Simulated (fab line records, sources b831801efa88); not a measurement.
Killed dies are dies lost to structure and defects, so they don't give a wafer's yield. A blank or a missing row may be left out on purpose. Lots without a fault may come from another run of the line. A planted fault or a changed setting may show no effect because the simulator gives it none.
fab line records | flow sky130
record lots=5 wafers=15 last_day=50
route steps=708 shown FIELD_ISO@31 NWELL@32 DNWELL@35 PWDE@45
lots that met no fault: from a run of the same line without faults
start_h: hours from the record's first day to the start of the lot's first wafer shown | wait_h: hours since the lot's step before | " the same as in the row above | L1.1+2: a row that stands for several wafers | - no value, or no start given | * or withheld: withheld | < > ~ a bound
route shown NAME@n: a module of which the file shows steps, and the number in the route of the first | usual: mean/standard deviation of fault-free wafers | same: alike in all rows | chamber/n: place in a boat | sites: the reading at each site | _std_site: their standard deviation | _edge_site: outer sites' mean less inner sites' | radius_mm: how far each site lies from the wafer's centre | mask NAME#n: copy n | behind: the tool/chamber that last shaped the wafer | hold: why the lot was held/for how many hours/how that ended | device: the transistor (n, p or np) that didn't switch | end of line: the same wafers' tests at the end of the route | a step without rows: its recipe alone | killed: dies lost to structure and defects at the first sort, not the wafer's yield | map: a wafer's dies, x killed, . not, _ none there
set.NAME: the setting as run; set.NAME@STEP: as run at that earlier step | model.NAME: the simulator's own value behind a step, which no gauge read
lots at some steps of the route; a table a step, a row a wafer
services: from which hour (start_h, from the record's first day; less than 0 if before it) a tool's chamber was out of use, for how many hours, and why
## steps
# step SKY_FIELD_ISO_WET_ETCH_30
# recipe chemistry=dHF target_depth_nm=25 target=SiO2 dilution=10:1 temp_c=25 time_s=50
# columns lot.wafer tool chamber start_h wait_h
L075.1+3+5 wet_bench-03 2 42.69 0.0
L081.1+3+4 wet_bench-01 3 74.55 0.0
L089.1+2+4 wet_bench-04 1 114.11 0.0
L093.2+4+5 wet_bench-04 1 132.57 0.0
L095.1+2+3 wet_bench-01 1 143.93 0.0
# step SKY_NWELL_CLEAN_00
# recipe chemistry=SC1/SC2 mix=1:4:20 temp_c=70 time_s=150 dry=n2_spin
# columns lot.wafer tool chamber start_h wait_h
L075.1+3+5 wet_bench-04 2 42.71 0.0
L081.1+3+4 wet_bench-04 1 74.58 0.0
L089.1+2+4 wet_bench-01 0 114.16 0.0
L093.2+4+5 wet_bench-01 2 132.59 0.0
L095.1+2+3 wet_bench-04 3 143.95 0.0
# step SKY_NWELL_OXIDATION_01
# recipe temp_c=900 ambient=O2 stabilise_s=600 purge_s=300 target_thk_a=100 ox_time_s=1418
# usual spike_tc_top_C=911.5/2.8 tube_center_temp_C_max=902.3/0.42 zone_power_top_pct=34/3.5
# same purge_s=300 stabilise_s=600
# columns lot.wafer tool chamber start_h wait_h spike_tc_top_C tube_center_temp_C_max zone_power_top_pct
L075.1 furnace-01 0 45.69 2.9 908.5 902.8 31
L075.3 " 0 " " 908.7 902.0 30
L075.5 " 0 " " 908.8 902.0 30
L081.1 furnace-01 0 76.42 1.8 909.8 902.6 30
L081.3 " 0 " " 907.6 902.5 30
L081.4 " 0 " " 908.7 902.8 30
L089.1 furnace-01 0 114.26 0.0 908.7 901.8 30
L089.2 " 0 " " 907.2 902.3 31
L089.4 " 0 " " 908.3 902.4 30
L093.2 furnace-02 0 133.03 0.4 914.3 902.0 37
L093.4 " 0 " " 914.5 901.6 37
L093.5 " 0 " " 916.1 902.0 37
L095.1 furnace-02 0 144.70 0.7 914.2 902.6 37
L095.2 " 0 " " 914.1 901.7 38
L095.3 " 0 " " 914.2 902.6 37
# step SKY_NWELL_THK_MEAS_02
# recipe reads=SiO2_of_NWELL_OXIDATION_01
# usual NWELL_OXIDATION_THK=9.99/0.17
# columns lot.wafer tool chamber start_h wait_h NWELL_OXIDATION_THK[nm]
L075.1 film_metro-02 - 47.08 0.0 10.05
L075.3 " - " " 10.17
L075.5 " - " " 10.23
L081.1 film_metro-02 - 77.81 0.0 9.58
L081.3 " - " " 9.74
L081.4 " - " " 9.78
L089.1 film_metro-01 - 115.66 0.0 9.99
L089.2 " - " " 9.97
L089.4 " - " " 9.89
L093.2 film_metro-02 - 134.43 0.0 9.94
L093.4 " - " " 9.94
L093.5 " - " " 9.92
L095.1 film_metro-04 - 146.09 0.0 9.92
L095.2 " - " " 9.96
L095.3 " - " " 9.94
# step SKY_DNWELL_DEHYDRATE_00
# recipe temp_c=200 time_s=60
# columns lot.wafer tool chamber start_h wait_h
L075.1+3+5 litho_track-02 0 53.68 6.6
L081.1+3+4 litho_track-03 0 85.11 7.3
L089.1+2+4 litho_track-03 0 124.51 8.8
L093.2+4+5 litho_track-03 0 143.78 9.3
L095.1+2+3 litho_track-03 0 155.06 9.0
# step SKY_DNWELL_HMDS_01
# recipe prime_time_s=60 prime_temp_c=120
# usual prime_temp_c=120.03/0.15
# columns lot.wafer tool chamber start_h wait_h prime_temp_c
L075.1 litho_track-02 0 53.83 0.1 120.03
L075.3 " 0 " " 120.01
L075.5 " 0 " " 119.89
L081.1 litho_track-03 0 85.26 0.1 120.07
L081.3 " 0 " " 120.18
L081.4 " 0 " " 120.25
L089.1 litho_track-03 0 124.66 0.1 119.93
L089.2 " 0 " " 120.12
L089.4 " 0 " " 119.94
L093.2 litho_track-03 0 143.93 0.1 120.03
L093.4 " 0 " " 120.38
L093.5 " 0 " " 119.99
L095.1 litho_track-03 0 155.21 0.1 119.65
L095.2 " 0 " " 119.94
L095.3 " 0 " " 119.97
# step SKY_DNWELL_COAT_02
# recipe spin_rpm=2000 resist_thk_nm=3000
# columns lot.wafer tool chamber start_h wait_h
L075.1+3+5 litho_track-02 0 53.98 0.1
L081.1+3+4 litho_track-03 0 85.41 0.1
L089.1+2+4 litho_track-03 0 124.81 0.1
L093.2+4+5 litho_track-03 0 144.08 0.1
L095.1+2+3 litho_track-03 0 155.36 0.1
# step SKY_DNWELL_SOFTBAKE_03
# recipe temp_c=110 time_s=withheld
# columns lot.wafer tool chamber start_h wait_h
L075.1+3+5 litho_track-02 0 54.13 0.1
L081.1+3+4 litho_track-03 0 85.56 0.1
L089.1+2+4 litho_track-03 0 124.96 0.1
L093.2+4+5 litho_track-03 0 144.24 0.1
L095.1+2+3 litho_track-03 0 155.51 0.1
# step SKY_DNWELL_EXPOSE_04
# recipe mask_id=DNM na=0.57 target_cd_nm=3000 dose_mj=222
# usual focus_offset_nm=0.0/0.45
# columns lot.wafer tool chamber start_h wait_h mask focus_offset_nm
L075.1 iline_stepper-02 0 - - DNM#0 -0.4
L075.3 " 0 " " DNM#0 -0.5
L075.5 " 0 " " DNM#0 -0.5
L081.1 iline_stepper-01 0 - - DNM#0 -0.4
L081.3 " 0 " " DNM#0 0.6
L081.4 " 0 " " DNM#0 -1.3
L089.1 iline_stepper-01 0 - - DNM#0 0.0
L089.2 " 0 " " DNM#0 0.0
L089.4 " 0 " " DNM#0 1.1
L093.2 iline_stepper-02 0 - - DNM#0 -0.5
L093.4 " 0 " " DNM#0 0.2
L093.5 " 0 " " DNM#0 0.2
L095.1 iline_stepper-01 0 - - DNM#0 0.7
L095.2 " 0 " " DNM#0 0.6
L095.3 " 0 " " DNM#0 0.2
# step SKY_DNWELL_PEB_05
# recipe temp_c=115 time_s=withheld
# columns lot.wafer tool chamber start_h wait_h
L075.1+3+5 litho_track-03 0 - -
L081.1+3+4 litho_track-02 0 - -
L089.1+2+4 litho_track-03 0 - -
L093.2+4+5 litho_track-03 0 - -
L095.1+2+3 litho_track-03 0 - -
# step SKY_DNWELL_DEVELOP_06
# recipe wall_angle_deg=90 developer=TMAH develop_time_s=60 dev_temp_c=23
# columns lot.wafer tool chamber start_h wait_h
L075.1+3+5 litho_track-03 0 - -
L081.1+3+4 litho_track-02 0 - -
L089.1+2+4 litho_track-03 0 - -
L093.2+4+5 litho_track-03 0 - -
L095.1+2+3 litho_track-03 0 - -
# step SKY_DNWELL_IMPLANT_07
# recipe species=P energy_kev=withheld dose_cm2=withheld tilt_deg=withheld
# columns lot.wafer tool chamber start_h wait_h
L075.1+3+5 implanter-04 0 62.01 -
L081.1+3+4 implanter-01 0 94.18 -
L089.1+2+4 implanter-04 0 134.01 -
L093.2+4+5 implanter-01 0 154.13 -
L095.1+2+3 implanter-01 0 165.66 -
# step SKY_DNWELL_STRIP_08
# recipe chemistry=O2/N2 power_w=1400 pressure_mtorr=1500 platen_temp_c=withheld o2_flow_sccm=3000 n2_flow_sccm=300 overash_fraction=0.5
# usual drypump_motor_current_A=5.5/0.59 oes_product_au=0.723/0.0048 strip_time_to_endpoint_s=36.92/0.12
# columns lot.wafer tool chamber start_h wait_h drypump_motor_current_A oes_product_au rf_hours_counter_h strip_time_to_endpoint_s
L075.1 plasma_asher-02 0 62.16 0.1 5.9 0.722 37 36.95
L075.3 " 0 " " 5.8 0.723 - 36.92
L075.5 " 0 " " 5.9 0.727 - 36.94
L081.1 plasma_asher-02 0 94.33 0.1 5.8 0.715 40 36.84
L081.3 " 1 " " 5.0 0.728 - 36.89
L081.4 " 0 " " 5.9 0.720 - 36.79
L089.1 plasma_asher-04 1 134.16 0.1 4.8 0.716 33 36.97
L089.2 " 0 " " 6.2 0.722 33 36.94
L089.4 " 0 " " 6.2 0.720 - 36.89
L093.2 plasma_asher-03 0 154.26 0.1 4.9 0.730 48 37.04
L093.4 " 0 " " 4.9 0.721 - 36.89
L093.5 " 1 " " 5.7 0.718 - 36.93
L095.1 plasma_asher-04 0 165.81 0.1 6.2 0.734 36 36.76
L095.2 " 1 " " 4.8 0.717 36 36.76
L095.3 " 0 " " 6.2 0.716 - 36.68
# step SKY_DNWELL_TW_MEAS_09
# usual DNWELL_TW=1118/6.7
# columns lot.wafer tool chamber start_h wait_h DNWELL_TW
L075.1 film_metro-04 - 62.26 0.1 1125
L075.3 " - " " 1124
L075.5 " - " " 1124
L081.1 film_metro-02 - 94.43 0.1 1119
L081.3 " - " " 1115
L081.4 " - " " 1127
L089.1 film_metro-02 - 134.26 0.1 1114
L089.2 " - " " 1109
L089.4 " - " " 1117
L093.2 film_metro-02 - 154.37 0.1 1110
L093.4 " - " " 1105
L093.5 " - " " 1108
L095.1 film_metro-01 - 165.91 0.1 1122
L095.2 " - " " 1123
L095.3 " - " " 1113
# step SKY_PWDE_DEHYDRATE_00
# recipe temp_c=200 time_s=60
# columns lot.wafer tool chamber start_h wait_h
L075.1+3+5 litho_track-02 0 69.18 6.9
L081.1+3+4 litho_track-04 0 102.56 8.1
L089.1+2+4 litho_track-04 0 143.11 8.8
L093.2+4+5 litho_track-02 0 163.96 9.6
L095.1+2+3 litho_track-02 0 175.38 9.5
# step SKY_PWDE_HMDS_01
# recipe prime_time_s=60 prime_temp_c=120
# usual prime_temp_c=120.00/0.14
# columns lot.wafer tool chamber start_h wait_h prime_temp_c
L075.1 litho_track-02 0 69.33 0.1 120.01
L075.3 " 0 " " 119.83
L075.5 " 0 " " 119.92
L081.1 litho_track-04 0 102.71 0.1 120.05
L081.3 " 0 " " 119.91
L081.4 " 0 " " 119.93
L089.1 litho_track-04 0 143.26 0.1 120.13
L089.2 " 0 " " 120.05
L089.4 " 0 " " 120.14
L093.2 litho_track-02 0 164.11 0.1 120.16
L093.4 " 0 " " 120.21
L093.5 " 0 " " 120.04
L095.1 litho_track-02 0 175.53 0.1 119.84
L095.2 " 0 " " 119.92
L095.3 " 0 " " 120.04
# step SKY_PWDE_COAT_02
# recipe spin_rpm=2000 resist_thk_nm=3000
# columns lot.wafer tool chamber start_h wait_h
L075.1+3+5 litho_track-02 0 69.48 0.1
L081.1+3+4 litho_track-04 0 102.86 0.1
L089.1+2+4 litho_track-04 0 143.41 0.1
L093.2+4+5 litho_track-02 0 164.26 0.1
L095.1+2+3 litho_track-02 0 175.68 0.1
# step SKY_PWDE_SOFTBAKE_03
# recipe temp_c=110 time_s=withheld
# columns lot.wafer tool chamber start_h wait_h
L075.1+3+5 litho_track-02 0 69.63 0.1
L081.1+3+4 litho_track-04 0 103.01 0.1
L089.1+2+4 litho_track-04 0 143.56 0.1
L093.2+4+5 litho_track-02 0 164.42 0.1
L095.1+2+3 litho_track-02 0 175.83 0.1
# step SKY_PWDE_EXPOSE_04
# recipe mask_id=PWDEM na=0.6 source_shape=conventional sigma_outer=0.6 polarization=unpolarized target_cd_nm=840 dose_mj=214
# usual focus_offset_nm=0.1/0.57
# columns lot.wafer tool chamber start_h wait_h mask focus_offset_nm
L075.1 iline_stepper-01 0 - - PWDEM#0 -0.7
L075.3 " 0 " " PWDEM#0 0.0
L075.5 " 0 " " PWDEM#0 -0.1
L081.1 iline_stepper-01 0 - - PWDEM#0 -0.3
L081.3 " 0 " " PWDEM#0 0.0
L081.4 " 0 " " PWDEM#0 0.7
L089.1 iline_stepper-01 0 - - PWDEM#0 0.3
L089.2 " 0 " " PWDEM#0 0.4
L089.4 " 0 " " PWDEM#0 -0.4
L093.2 iline_stepper-02 0 - - PWDEM#0 1.0
L093.4 " 0 " " PWDEM#0 1.2
L093.5 " 0 " " PWDEM#0 0.8
L095.1 iline_stepper-01 0 - - PWDEM#0 1.3
L095.2 " 0 " " PWDEM#0 0.2
L095.3 " 0 " " PWDEM#0 -0.1
# step SKY_PWDE_PEB_05
# recipe temp_c=115 time_s=withheld
# columns lot.wafer tool chamber start_h wait_h
L075.1+3+5 litho_track-01 0 - -
L081.1+3+4 litho_track-04 0 - -
L089.1+2+4 litho_track-04 0 - -
L093.2+4+5 litho_track-04 0 - -
L095.1+2+3 litho_track-02 0 - -
# step SKY_PWDE_DEVELOP_06
# recipe wall_angle_deg=90 developer=TMAH develop_time_s=60 dev_temp_c=23
# columns lot.wafer tool chamber start_h wait_h
L075.1+3+5 litho_track-01 0 - -
L081.1+3+4 litho_track-04 0 - -
L089.1+2+4 litho_track-04 0 - -
L093.2+4+5 litho_track-04 0 - -
L095.1+2+3 litho_track-02 0 - -
# step SKY_PWDE_OVL_MEAS_07
# usual PWDE_OVL=-1.0/1.3
# columns lot.wafer tool chamber start_h wait_h PWDE_OVL[nm]
L075.1 overlay-02 - 77.77 - -1.6
L075.3 " - " " -1.8
L075.5 " - " " -2.3
L081.1 overlay-02 - 111.61 - 0.4
L081.3 " - " " -1.6
L081.4 " - " " 0.6
L089.1 overlay-01 - 154.01 - -0.9
L089.2 " - " " -1.5
L089.4 " - " " -1.4
L093.2 overlay-01 - 174.46 - -1.1
L093.4 " - " " -2.3
L093.5 " - " " -1.6
L095.1 overlay-01 - 186.73 - -1.6
L095.2 " - " " -2.1
L095.3 " - " " -0.9
# step SKY_PWDE_IMPLANT_08
# recipe species=B energy_kev=150 dose_cm2=3.6e+12 tilt_deg=withheld
# columns lot.wafer tool chamber start_h wait_h
L075.1+3+5 implanter-02 0 77.80 0.0
L081.1+3+4 implanter-01 0 111.64 0.0
L089.1+2+4 implanter-03 0 154.04 0.0
L093.2+4+5 implanter-01 0 174.69 0.2
L095.1+2+3 implanter-02 0 186.77 0.0
# step SKY_PWDE_STRIP_09
# recipe chemistry=O2/N2 power_w=1400 pressure_mtorr=1500 platen_temp_c=withheld o2_flow_sccm=3000 n2_flow_sccm=300 overash_fraction=0.5
# usual drypump_motor_current_A=5.6/0.42 oes_product_au=0.722/0.0047 strip_time_to_endpoint_s=36.93/0.11
# columns lot.wafer tool chamber start_h wait_h drypump_motor_current_A oes_product_au rf_hours_counter_h strip_time_to_endpoint_s
L075.1 plasma_asher-02 0 77.95 0.1 5.9 0.716 39 37.00
L075.3 " 0 " " 5.8 0.725 - 37.04
L075.5 " 0 " " 5.9 0.734 - 37.10
L081.1 plasma_asher-02 1 111.79 0.1 5.0 0.721 42 36.94
L081.3 " 1 " " 5.0 0.724 - 36.99
L081.4 " 0 " " 5.9 0.721 - 37.02
L089.1 plasma_asher-01 1 154.19 0.1 5.6 0.718 4 37.03
L089.2 " 0 " " 5.7 0.717 4 37.05
L089.4 " 0 " " 5.7 0.725 - 37.01
L093.2 plasma_asher-01 1 174.82 0.1 5.6 0.711 6 36.95
L093.4 " 1 " " 5.6 0.722 - 37.04
L093.5 " 0 " " 5.7 0.724 - 36.97
L095.1 plasma_asher-01 1 186.92 0.1 5.6 0.725 7 36.80
L095.2 " 0 " " 5.7 0.720 7 36.85
L095.3 " 1 " " 5.6 0.724 - 36.88
# step SKY_PWDE_TW_MEAS_10
# usual PWDE_TW=376.4/1.9
# columns lot.wafer tool chamber start_h wait_h PWDE_TW
L075.1 film_metro-01 - 78.05 0.1 373.6
L075.3 " - " " 375.2
L075.5 " - " " 375.5
L081.1 film_metro-04 - 111.89 0.1 375.8
L081.3 " - " " 375.7
L081.4 " - " " 375.8
L089.1 film_metro-01 - 154.29 0.1 379.2
L089.2 " - " " 378.5
L089.4 " - " " 378.0
L093.2 film_metro-02 - 174.93 0.1 374.9
L093.4 " - " " 373.8
L093.5 " - " " 376.5
L095.1 film_metro-02 - 187.02 0.1 375.4
L095.2 " - " " 377.3
L095.3 " - " " 378.3
# step SKY_NWELL_DEHYDRATE_03
# recipe temp_c=200 time_s=60
# columns lot.wafer tool chamber start_h wait_h
L075.1+3+5 litho_track-04 0 85.06 7.0
L081.1+3+4 litho_track-03 0 120.66 8.8
L089.1+2+4 litho_track-03 0 163.71 9.4
L093.2+4+5 litho_track-04 0 184.83 9.9
L095.1+2+3 litho_track-02 0 197.03 10.0
# step SKY_NWELL_HMDS_04
# recipe prime_time_s=60 prime_temp_c=120
# usual prime_temp_c=120.00/0.13
# columns lot.wafer tool chamber start_h wait_h prime_temp_c
L075.1 litho_track-04 0 85.21 0.1 120.07
L075.3 " 0 " " 119.84
L075.5 " 0 " " 120.13
L081.1 litho_track-03 0 120.81 0.1 120.08
L081.3 " 0 " " 120.18
L081.4 " 0 " " 120.13
L089.1 litho_track-03 0 163.86 0.1 119.95
L089.2 " 0 " " 120.12
L089.4 " 0 " " 119.93
L093.2 litho_track-04 0 184.98 0.1 120.01
L093.4 " 0 " " 120.00
L093.5 " 0 " " 120.04
L095.1 litho_track-02 0 197.18 0.1 119.91
L095.2 " 0 " " 120.04
L095.3 " 0 " " 119.98
# step SKY_NWELL_COAT_05
# recipe spin_rpm=2000 resist_thk_nm=3000
# columns lot.wafer tool chamber start_h wait_h
L075.1+3+5 litho_track-04 0 85.36 0.1
L081.1+3+4 litho_track-03 0 120.96 0.1
L089.1+2+4 litho_track-03 0 164.01 0.1
L093.2+4+5 litho_track-04 0 185.13 0.1
L095.1+2+3 litho_track-02 0 197.33 0.1
# step SKY_NWELL_SOFTBAKE_06
# recipe temp_c=110 time_s=withheld
# columns lot.wafer tool chamber start_h wait_h
L075.1+3+5 litho_track-04 0 85.51 0.1
L081.1+3+4 litho_track-03 0 121.11 0.1
L089.1+2+4 litho_track-03 0 164.16 0.1
L093.2+4+5 litho_track-04 0 185.29 0.1
L095.1+2+3 litho_track-02 0 197.48 0.1
# step SKY_NWELL_EXPOSE_07
# recipe mask_id=NWM na=0.6 source_shape=conventional sigma_outer=0.6 polarization=unpolarized target_cd_nm=840 dose_mj=255
# usual focus_offset_nm=0.1/0.54
# columns lot.wafer tool chamber start_h wait_h mask focus_offset_nm
L075.1 iline_stepper-02 0 - - NWM#0 -0.3
L075.3 " 0 " " NWM#0 -0.3
L075.5 " 0 " " NWM#0 0.4
L081.1 iline_stepper-01 0 - - NWM#0 -0.7
L081.3 " 0 " " NWM#0 0.6
L081.4 " 0 " " NWM#0 -0.3
L089.1 iline_stepper-01 0 - - NWM#0 -0.3
L089.2 " 0 " " NWM#0 0.0
L089.4 " 0 " " NWM#0 0.1
L093.2 iline_stepper-01 0 - - NWM#0 -0.2
L093.4 " 0 " " NWM#0 0.2
L093.5 " 0 " " NWM#0 0.3
L095.1 iline_stepper-02 0 - - NWM#0 -0.5
L095.2 " 0 " " NWM#0 -0.1
L095.3 " 0 " " NWM#0 0.4
# step SKY_NWELL_PEB_08
# recipe temp_c=115 time_s=withheld
# columns lot.wafer tool chamber start_h wait_h
L075.1+3+5 litho_track-02 0 - -
L081.1+3+4 litho_track-03 0 - -
L089.1+2+4 litho_track-02 0 - -
L093.2+4+5 litho_track-03 0 - -
L095.1+2+3 litho_track-04 0 - -
# step SKY_NWELL_DEVELOP_09
# recipe wall_angle_deg=90 developer=TMAH develop_time_s=60 dev_temp_c=23
# columns lot.wafer tool chamber start_h wait_h
L075.1+3+5 litho_track-02 0 - -
L081.1+3+4 litho_track-03 0 - -
L089.1+2+4 litho_track-02 0 - -
L093.2+4+5 litho_track-03 0 - -
L095.1+2+3 litho_track-04 0 - -
# step SKY_NWELL_OVL_MEAS_10
# usual NWELL_00_OVL=-0.1/1.5
# columns lot.wafer tool chamber start_h wait_h NWELL_00_OVL[nm]
L075.1 overlay-02 - 93.83 - 0.7
L075.3 " - " " 0.9
L075.5 " - " " -0.6
L081.1 overlay-02 - 130.41 - 1.5
L081.3 " - " " 3.3
L081.4 " - " " 1.0
L089.1 overlay-02 - 174.43 - 1.1
L089.2 " - " " 1.4
L089.4 " - " " 0.3
L093.2 overlay-01 - 196.46 - 2.1
L093.4 " - " " 1.4
L093.5 " - " " -0.1
L095.1 overlay-01 - 208.71 - -0.1
L095.2 " - " " -1.4
L095.3 " - " " -1.0
# step SKY_NWELL_IMPLANT_11
# recipe species=P energy_kev=400 dose_cm2=1.9e+13 tilt_deg=withheld
# columns lot.wafer tool chamber start_h wait_h
L075.1+3+5 implanter-02 0 93.87 0.0
L081.1+3+4 implanter-02 0 130.44 0.0
L089.1+2+4 implanter-02 0 174.47 0.0
L093.2+4+5 implanter-04 0 196.52 0.0
L095.1+2+3 implanter-02 0 208.74 0.0
# step SKY_NWELL_IMPLANT_12
# recipe species=P energy_kev=120 dose_cm2=1.3e+12 tilt_deg=withheld
# columns lot.wafer tool chamber start_h wait_h
L075.1+3+5 implanter-02 0 94.02 0.1
L081.1+3+4 implanter-02 0 130.59 0.1
L089.1+2+4 implanter-02 0 174.62 0.1
L093.2+4+5 implanter-04 0 196.67 0.1
L095.1+2+3 implanter-02 0 208.89 0.1
# step SKY_NWELL_IMPLANT_13
# recipe species=P energy_kev=50 dose_cm2=7e+11 tilt_deg=withheld
# columns lot.wafer tool chamber start_h wait_h
L075.1+3+5 implanter-02 0 94.17 0.1
L081.1+3+4 implanter-02 0 130.74 0.1
L089.1+2+4 implanter-02 0 174.77 0.1
L093.2+4+5 implanter-04 0 196.82 0.1
L095.1+2+3 implanter-02 0 209.04 0.1
# step SKY_NWELL_STRIP_14
# recipe chemistry=O2/N2 power_w=1400 pressure_mtorr=1500 platen_temp_c=withheld o2_flow_sccm=3000 n2_flow_sccm=300 overash_fraction=0.5
# usual drypump_motor_current_A=5.5/0.37 oes_product_au=0.722/0.0048 strip_time_to_endpoint_s=36.95/0.11
# columns lot.wafer tool chamber start_h wait_h drypump_motor_current_A oes_product_au rf_hours_counter_h strip_time_to_endpoint_s
L075.1 plasma_asher-01 1 94.32 0.1 5.6 0.735 38 37.02
L075.3 " 0 " " 5.7 0.720 - 36.98
L075.5 " 0 " " 5.7 0.728 - 36.93
L081.1 plasma_asher-02 1 130.89 0.1 5.0 0.715 44 36.78
L081.3 " 0 " " 5.8 0.720 - 36.84
L081.4 " 1 " " 5.0 0.722 - 36.77
L089.1 plasma_asher-02 0 174.92 0.1 5.9 0.728 49 36.83
L089.2 " 1 " " 5.0 0.721 49 36.84
L089.4 " 1 " " 5.0 0.714 - 36.90
L093.2 plasma_asher-02 0 196.94 0.1 5.9 0.721 51 37.07
L093.4 " 0 " " 5.9 0.726 - 37.02
L093.5 " 0 " " 5.9 0.727 - 37.03
L095.1 plasma_asher-02 1 209.19 0.1 5.0 0.712 52 37.10
L095.2 " 0 " " 5.9 0.726 52 36.86
L095.3 " 1 " " 5.0 0.720 - 36.97
# step SKY_NWELL_TW_MEAS_15
# usual NWELL_TW=1832/9.3
# columns lot.wafer tool chamber start_h wait_h NWELL_TW
L075.1 film_metro-01 - 94.42 0.1 1834
L075.3 " - " " 1826
L075.5 " - " " 1839
L081.1 film_metro-04 - 130.99 0.1 1828
L081.3 " - " " 1842
L081.4 " - " " 1835
L089.1 film_metro-01 - 175.02 0.1 1830
L089.2 " - " " 1837
L089.4 " - " " 1834
L093.2 film_metro-02 - 197.05 0.1 1833
L093.4 " - " " 1841
L093.5 " - " " 1837
L095.1 film_metro-01 - 209.29 0.1 1824
L095.2 " - " " 1825
L095.3 " - " " 1830
# step SKY_NWELL_DEHYDRATE_16
# recipe temp_c=200 time_s=60
# columns lot.wafer tool chamber start_h wait_h
L075.1+3+5 litho_track-02 0 102.03 7.6
L081.1+3+4 litho_track-03 0 139.51 8.5
L089.1+2+4 litho_track-03 0 184.96 9.9
L093.2+4+5 litho_track-02 0 206.76 9.7
L095.1+2+3 litho_track-03 0 219.96 10.7
# step SKY_NWELL_HMDS_17
# recipe prime_time_s=60 prime_temp_c=120
# usual prime_temp_c=120.01/0.14
# columns lot.wafer tool chamber start_h wait_h prime_temp_c
L075.1 litho_track-02 0 102.18 0.1 120.01
L075.3 " 0 " " 119.99
L075.5 " 0 " " 119.85
L081.1 litho_track-03 0 139.66 0.1 119.79
L081.3 " 0 " " 120.14
L081.4 " 0 " " 119.90
L089.1 litho_track-03 0 185.11 0.1 120.04
L089.2 " 0 " " 120.11
L089.4 " 0 " " 119.75
L093.2 litho_track-02 0 206.91 0.1 120.02
L093.4 " 0 " " 120.08
L093.5 " 0 " " 120.02
L095.1 litho_track-03 0 220.11 0.1 120.02
L095.2 " 0 " " 120.20
L095.3 " 0 " " 120.03
# step SKY_NWELL_COAT_18
# recipe spin_rpm=2000 resist_thk_nm=3000
# columns lot.wafer tool chamber start_h wait_h
L075.1+3+5 litho_track-02 0 102.33 0.1
L081.1+3+4 litho_track-03 0 139.81 0.1
L089.1+2+4 litho_track-03 0 185.26 0.1
L093.2+4+5 litho_track-02 0 207.06 0.1
L095.1+2+3 litho_track-03 0 220.26 0.1
# step SKY_NWELL_SOFTBAKE_19
# recipe temp_c=110 time_s=withheld
# columns lot.wafer tool chamber start_h wait_h
L075.1+3+5 litho_track-02 0 102.48 0.1
L081.1+3+4 litho_track-03 0 139.96 0.1
L089.1+2+4 litho_track-03 0 185.41 0.1
L093.2+4+5 litho_track-02 0 207.22 0.1
L095.1+2+3 litho_track-03 0 220.41 0.1
# step SKY_NWELL_EXPOSE_20
# recipe mask_id=NWM_COMPLEMENT na=0.6 source_shape=conventional sigma_outer=0.6 polarization=unpolarized target_cd_nm=840 dose_mj=260
# usual focus_offset_nm=0.0/0.59
# columns lot.wafer tool chamber start_h wait_h mask focus_offset_nm
L075.1 iline_stepper-02 0 - - NWM_COMPLEMENT#0 -0.1
L075.3 " 0 " " NWM_COMPLEMENT#0 0.2
L075.5 " 0 " " NWM_COMPLEMENT#0 -0.1
L081.1 iline_stepper-02 0 - - NWM_COMPLEMENT#0 0.3
L081.3 " 0 " " NWM_COMPLEMENT#0 1.1
L081.4 " 0 " " NWM_COMPLEMENT#0 0.8
L089.1 iline_stepper-02 0 - - NWM_COMPLEMENT#0 -0.1
L089.2 " 0 " " NWM_COMPLEMENT#0 -1.1
L089.4 " 0 " " NWM_COMPLEMENT#0 -0.6
L093.2 iline_stepper-02 0 - - NWM_COMPLEMENT#0 -0.2
L093.4 " 0 " " NWM_COMPLEMENT#0 -0.9
L093.5 " 0 " " NWM_COMPLEMENT#0 -0.2
L095.1 iline_stepper-02 0 - - NWM_COMPLEMENT#0 -0.9
L095.2 " 0 " " NWM_COMPLEMENT#0 -0.9
L095.3 " 0 " " NWM_COMPLEMENT#0 -0.5
# step SKY_NWELL_PEB_21
# recipe temp_c=115 time_s=withheld
# columns lot.wafer tool chamber start_h wait_h
L075.1+3+5 litho_track-04 0 - -
L081.1+3+4 litho_track-04 0 - -
L089.1+2+4 litho_track-04 0 - -
L093.2+4+5 litho_track-03 0 - -
L095.1+2+3 litho_track-03 0 - -
# step SKY_NWELL_DEVELOP_22
# recipe wall_angle_deg=90 developer=TMAH develop_time_s=60 dev_temp_c=23
# columns lot.wafer tool chamber start_h wait_h
L075.1+3+5 litho_track-04 0 - -
L081.1+3+4 litho_track-04 0 - -
L089.1+2+4 litho_track-04 0 - -
L093.2+4+5 litho_track-03 0 - -
L095.1+2+3 litho_track-03 0 - -
# step SKY_NWELL_OVL_MEAS_23
# usual NWELL_01_OVL=0.2/1.6
# columns lot.wafer tool chamber start_h wait_h NWELL_01_OVL[nm]
L075.1 overlay-02 - 111.26 - 1.5
L075.3 " - " " 0.4
L075.5 " - " " 0.0
L081.1 overlay-01 - 149.76 - -0.4
L081.3 " - " " -0.7
L081.4 " - " " -0.1
L089.1 overlay-02 - 196.56 - -0.5
L089.2 " - " " -0.9
L089.4 " - " " -2.1
L093.2 overlay-02 - 218.41 - -0.3
L093.4 " - " " 1.6
L093.5 " - " " 1.7
L095.1 overlay-02 - 232.81 - -0.2
L095.2 " - " " 0.1
L095.3 " - " " -1.6
# step SKY_NWELL_IMPLANT_24
# recipe species=B energy_kev=140 dose_cm2=9.2e+12 tilt_deg=withheld
# columns lot.wafer tool chamber start_h wait_h
L075.1+3+5 implanter-03 0 111.29 0.0
L081.1+3+4 implanter-02 0 149.79 0.0
L089.1+2+4 implanter-02 0 196.59 0.0
L093.2+4+5 implanter-04 0 218.47 0.0
L095.1+2+3 implanter-02 0 232.84 0.0
## services
# columns tool chamber start_h hours kind
iline_stepper-01 - 24.92 4.4 pm
implanter-01 - 30.48 3.2 pm
implanter-01 - 40.02 7.1 repair
plasma_asher-01 - 52.55 5.4 repair
implanter-02 - 52.59 9.7 repair
implanter-02 - 56.72 2.0 repair
plasma_asher-01 - 64.43 1.3 repair
plasma_asher-01 - 82.22 0.8 repair
plasma_asher-01 - 89.06 1.5 repair
implanter-01 - 99.53 6.0 repair
plasma_asher-01 - 100.36 2.8 pm
plasma_asher-01 - 108.75 9.0 pm
implanter-02 - 110.73 1.2 repair
wet_bench-01 - 123.32 1.9 pm
iline_stepper-01 - 134.51 1.7 pm
implanter-01 - 137.57 5.0 repair
furnace-01 - 143.04 3.5 pm
iline_stepper-02 - 153.25 4.4 pm
iline_stepper-02 - 157.69 1.7 pm
implanter-02 - 169.11 2.8 repair
implanter-04 - 184.35 4.5 pm
furnace-01 - 188.36 10.6 pm
iline_stepper-02 - 188.95 4.3 pm
implanter-04 - 201.16 3.9 repair
## key
fault none
